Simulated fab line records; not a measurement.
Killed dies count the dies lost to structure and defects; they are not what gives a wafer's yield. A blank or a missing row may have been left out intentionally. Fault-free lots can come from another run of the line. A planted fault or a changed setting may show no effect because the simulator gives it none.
Which tool was responsible? :: flow gf180mcu :: Sampling: 14 lots, 42 wafers, 4 of 602 route steps

## WHAT THE GAUGES READ, wafer by wafer
GF_M2_RS_MEAS_05: measurement is done with a four-point probe.
lot: L382
measured: day 18 20:30
on: film-metro-03
M2_ALCU_RS (ohm/sq): 0.0699 0.0703 0.0697

lot: L383
measured: day 18 21:28
on: film-metro-04
M2_ALCU_RS (ohm/sq): 0.0691 0.0703 0.0690

lot: L384
measured: day 19 09:40
on: film-metro-01
M2_ALCU_RS (ohm/sq): 0.0692 0.0697 0.0683

lot: L385
measured: day 19 17:03
on: film-metro-01
M2_ALCU_RS (ohm/sq): 0.0706 0.0695 0.0697

lot: L386
measured: day 19 23:02
on: film-metro-03
M2_ALCU_RS (ohm/sq): 0.0688 0.0682 0.0683

lot: L387
measured: day 20 01:07
on: film-metro-04
M2_ALCU_RS (ohm/sq): 0.0698 0.0703 0.0700

lot: L388
measured: day 20 14:22
on: film-metro-03
M2_ALCU_RS (ohm/sq): 0.0695 0.0700 0.0697

lot: L389
measured: day 20 21:56
on: film-metro-01
M2_ALCU_RS (ohm/sq): 0.0700 0.0701 0.0701

lot: L391
measured: day 22 06:09
on: film-metro-04
M2_ALCU_RS (ohm/sq): 0.0692 0.0698 0.0688

lot: L393
measured: day 22 13:44
on: film-metro-03
M2_ALCU_RS (ohm/sq): 0.0691 0.0690 0.0695

lot: L394
measured: day 22 23:06
on: film-metro-04
M2_ALCU_RS (ohm/sq): 0.0692 0.0691 0.0693

lot: L401
measured: day 25 08:14
on: film-metro-04
M2_ALCU_RS (ohm/sq): 0.0699 0.0694 0.0692

lot: L404
measured: day 26 00:25
on: film-metro-01
M2_ALCU_RS (ohm/sq): 0.0697 0.0703 0.0693

lot: L405
measured: day 26 06:25
on: film-metro-03
M2_ALCU_RS (ohm/sq): 0.0687 0.0696 0.0694

## EACH LOT AND THE TOOL THAT RAN IT (in order: tool; ch and the chambers of the sampled wafers; start)
lot: L382
GF_SALICIDE_RTA_06: rtp-anneal-02 ch 0, day 15 17:09
GF_V1_SPUTTER_22: pvd-sputter-02, day 18 19:37
GF_M2_SPUTTER_02: pvd-sputter-03, day 18 20:22

lot: L383
GF_SALICIDE_RTA_06: rtp-anneal-01 ch 0, day 15 18:02
GF_V1_SPUTTER_22: pvd-sputter-04, day 18 20:37
GF_M2_SPUTTER_02: pvd-sputter-01, day 18 21:22

lot: L384
GF_SALICIDE_RTA_06: rtp-anneal-01 ch 0, day 16 05:32
GF_V1_SPUTTER_22: pvd-sputter-02, day 19 08:47
GF_M2_SPUTTER_02: pvd-sputter-03, day 19 09:33

lot: L385
GF_SALICIDE_RTA_06: rtp-anneal-01 ch 0, day 16 12:40
GF_V1_SPUTTER_22: pvd-sputter-02, day 19 16:11
GF_M2_SPUTTER_02: pvd-sputter-01, day 19 16:56

lot: L386
GF_SALICIDE_RTA_06: rtp-anneal-02 ch 0, day 16 18:08
GF_V1_SPUTTER_22: pvd-sputter-04, day 19 22:11
GF_M2_SPUTTER_02: pvd-sputter-03, day 19 22:56

lot: L387
GF_SALICIDE_RTA_06: rtp-anneal-02 ch 0, day 16 19:59
GF_V1_SPUTTER_22: pvd-sputter-04, day 20 00:02
GF_M2_SPUTTER_02: pvd-sputter-03, day 20 00:59

lot: L388
GF_SALICIDE_RTA_06: rtp-anneal-02 ch 0, day 17 08:26
GF_V1_SPUTTER_22: pvd-sputter-03, day 20 13:31
GF_M2_SPUTTER_02: pvd-sputter-04, day 20 14:17

lot: L389
GF_SALICIDE_RTA_06: rtp-anneal-02 ch 0, day 17 14:43
GF_V1_SPUTTER_22: pvd-sputter-03, day 20 21:04
GF_M2_SPUTTER_02: pvd-sputter-04, day 20 21:50

lot: L391
GF_SALICIDE_RTA_06: rtp-anneal-01 ch 0, day 18 23:32
GF_V1_SPUTTER_22: pvd-sputter-02, day 22 05:18
GF_M2_SPUTTER_02: pvd-sputter-04, day 22 06:04

lot: L393
GF_SALICIDE_RTA_06: rtp-anneal-01 ch 0, day 19 07:23
GF_V1_SPUTTER_22: pvd-sputter-04, day 22 12:53
GF_M2_SPUTTER_02: pvd-sputter-01, day 22 13:39

lot: L394
GF_SALICIDE_RTA_06: rtp-anneal-01 ch 0, day 19 17:13
GF_V1_SPUTTER_22: pvd-sputter-02, day 22 22:15
GF_M2_SPUTTER_02: pvd-sputter-03, day 22 23:01

lot: L401
GF_SALICIDE_RTA_06: rtp-anneal-02 ch 0, day 22 05:45
GF_V1_SPUTTER_22: pvd-sputter-03, day 25 07:21
GF_M2_SPUTTER_02: pvd-sputter-04, day 25 08:08

lot: L404
GF_SALICIDE_RTA_06: rtp-anneal-02 ch 0, day 23 00:43
GF_V1_SPUTTER_22: pvd-sputter-03, day 25 23:33
GF_M2_SPUTTER_02: pvd-sputter-04, day 26 00:19

lot: L405
GF_SALICIDE_RTA_06: rtp-anneal-01 ch 0, day 23 07:37
GF_V1_SPUTTER_22: pvd-sputter-03, day 26 05:28
GF_M2_SPUTTER_02: pvd-sputter-04, day 26 06:20
- GF_SALICIDE_RTA_06: time 30 s.
- GF_V1_SPUTTER_22: material TiN, target thk 10 nm, time 40 s.
- GF_M2_SPUTTER_02: material AlCu, target thk 450 nm, time 23.9 s.

## WHAT THE TOOLS THEMSELVES READ (means of the sampled wafers that have a number; where no wafer has one, the mark that the record gives instead)
GF_SALICIDE_RTA_06.
lot: L382
tool: rtp-anneal-02
chamber-o2-ppm: 2.033
lamp-power-pct (%): 6.1
wafer_temp_C_max: 533.6

lot: L383
tool: rtp-anneal-01
chamber-o2-ppm: 1.987
lamp-power-pct (%): 4.6
wafer_temp_C_max: 532.8

lot: L384
tool: rtp-anneal-01
chamber-o2-ppm: 1.976
lamp-power-pct (%): 4.6
wafer_temp_C_max: 532.4

lot: L385
tool: rtp-anneal-01
chamber-o2-ppm: 2.008
lamp-power-pct (%): 4.6
wafer_temp_C_max: 532.4

lot: L386
tool: rtp-anneal-02
chamber-o2-ppm: 2.012
lamp-power-pct (%): 6.1
wafer_temp_C_max: 533.0

lot: L387
tool: rtp-anneal-02
chamber-o2-ppm: 2.037
lamp-power-pct (%): 6.1
wafer_temp_C_max: 533.7

lot: L388
tool: rtp-anneal-02
chamber-o2-ppm: 2.002
lamp-power-pct (%): 6.1
wafer_temp_C_max: 533.4

lot: L389
tool: rtp-anneal-02
chamber-o2-ppm: 2.009
lamp-power-pct (%): 6.1
wafer_temp_C_max: 533.2

lot: L391
tool: rtp-anneal-01
chamber-o2-ppm: 2.001
lamp-power-pct (%): 4.6
wafer_temp_C_max: 533.0

lot: L393
tool: rtp-anneal-01
chamber-o2-ppm: 1502.000
lamp-power-pct (%): 4.6
wafer_temp_C_max: 532.4

lot: L394
tool: rtp-anneal-01
chamber-o2-ppm: 1502.000
lamp-power-pct (%): 4.6
wafer_temp_C_max: 532.7

lot: L401
tool: rtp-anneal-02
chamber-o2-ppm: 1.963
lamp-power-pct (%): 6.1
wafer_temp_C_max: 533.1

lot: L404
tool: rtp-anneal-02
chamber-o2-ppm: 1.985
lamp-power-pct (%): 6.1
wafer_temp_C_max: 532.6

lot: L405
tool: rtp-anneal-01
chamber-o2-ppm: 2.010
lamp-power-pct (%): 4.6
wafer_temp_C_max: 532.0

GF_V1_SPUTTER_22.
lot: L382
tool: pvd-sputter-02
chamber-pressure-pa (Pa): 5.000
throttle-valve-pct (%): 30.7

lot: L383
tool: pvd-sputter-04
chamber-pressure-pa (Pa): 5.004
throttle-valve-pct (%): 31.2

lot: L384
tool: pvd-sputter-02
chamber-pressure-pa (Pa): 5.003
throttle-valve-pct (%): 30.9

lot: L385
tool: pvd-sputter-02
chamber-pressure-pa (Pa): 5.001
throttle-valve-pct (%): 30.5

lot: L386
tool: pvd-sputter-04
chamber-pressure-pa (Pa): 5.001
throttle-valve-pct (%): 31.0

lot: L387
tool: pvd-sputter-04
chamber-pressure-pa (Pa): 5.002
throttle-valve-pct (%): 31.0

lot: L388
tool: pvd-sputter-03
chamber-pressure-pa (Pa): 4.992
throttle-valve-pct (%): 31.5

lot: L389
tool: pvd-sputter-03
chamber-pressure-pa (Pa): 4.999
throttle-valve-pct (%): 30.4

lot: L391
tool: pvd-sputter-02
chamber-pressure-pa (Pa): 4.996
throttle-valve-pct (%): 30.6

lot: L393
tool: pvd-sputter-04
chamber-pressure-pa (Pa): 5.005
throttle-valve-pct (%): 31.0

lot: L394
tool: pvd-sputter-02
chamber-pressure-pa (Pa): 5.006
throttle-valve-pct (%): 30.3

lot: L401
tool: pvd-sputter-03
chamber-pressure-pa (Pa): 4.997
throttle-valve-pct (%): 30.9

lot: L404
tool: pvd-sputter-03
chamber-pressure-pa (Pa): 5.006
throttle-valve-pct (%): 30.9

lot: L405
tool: pvd-sputter-03
chamber-pressure-pa (Pa): 5.005
throttle-valve-pct (%): 30.3

GF_M2_SPUTTER_02.
lot: L382
tool: pvd-sputter-03
chamber-pressure-pa (Pa): 0.4001
throttle-valve-pct (%): 30.8

lot: L383
tool: pvd-sputter-01
chamber-pressure-pa (Pa): 0.4011
throttle-valve-pct (%): 29.6

lot: L384
tool: pvd-sputter-03
chamber-pressure-pa (Pa): 0.3998
throttle-valve-pct (%): 30.4

lot: L385
tool: pvd-sputter-01
chamber-pressure-pa (Pa): 0.4002
throttle-valve-pct (%): 29.4

lot: L386
tool: pvd-sputter-03
chamber-pressure-pa (Pa): 0.4007
throttle-valve-pct (%): 30.9

lot: L387
tool: pvd-sputter-03
chamber-pressure-pa (Pa): 0.3996
throttle-valve-pct (%): 30.5

lot: L388
tool: pvd-sputter-04
chamber-pressure-pa (Pa): 0.4002
throttle-valve-pct (%): 31.1

lot: L389
tool: pvd-sputter-04
chamber-pressure-pa (Pa): 0.4003
throttle-valve-pct (%): 31.1

lot: L391
tool: pvd-sputter-04
chamber-pressure-pa (Pa): 0.3998
throttle-valve-pct (%): 31.1

lot: L393
tool: pvd-sputter-01
chamber-pressure-pa (Pa): 0.4002
throttle-valve-pct (%): 29.3

lot: L394
tool: pvd-sputter-03
chamber-pressure-pa (Pa): 0.3993
throttle-valve-pct (%): 31.1

lot: L401
tool: pvd-sputter-04
chamber-pressure-pa (Pa): 0.4001
throttle-valve-pct (%): 31.0

lot: L404
tool: pvd-sputter-04
chamber-pressure-pa (Pa): 0.3999
throttle-valve-pct (%): 30.8

lot: L405
tool: pvd-sputter-04
chamber-pressure-pa (Pa): 0.4002
throttle-valve-pct (%): 30.9

## THE ANSWER, worked out from the rows above alone
Rule: the usual values come from the lots themselves. The widest of any qualifying gaps counts: lots, ordered by their means at a reading, are off when they make up no more than a third of the lots, leave a main group of 4 or more, and stand apart from it by 3 or more times the standard deviation of that group's means. A main group whose means are all the same, to the digits that the tables above print for the reading, isn't used. Also off: a lot with no number at a reading for which 4 or more lots have one. All remaining lots with rows at the step are treated as sound. After the gauges, taken in route order, come the tools' own readings; for these a lot's mean is taken, as printed above. The first step at which some lot is off is used, and at that step the reading that is off furthest; a lot without a number counts as furthest.
Off: L393, L394 (GF_SALICIDE_RTA_06, chamber-o2-ppm). The main group has a mean of 2.002 with a standard deviation of 0.021.
A tool fits if, at that step or a process step before it, it ran every lot that is off, and no sound lot after the first of them. None of those tried fits.

## WHAT HAD BEEN PUT IN BY THE SIMULATOR
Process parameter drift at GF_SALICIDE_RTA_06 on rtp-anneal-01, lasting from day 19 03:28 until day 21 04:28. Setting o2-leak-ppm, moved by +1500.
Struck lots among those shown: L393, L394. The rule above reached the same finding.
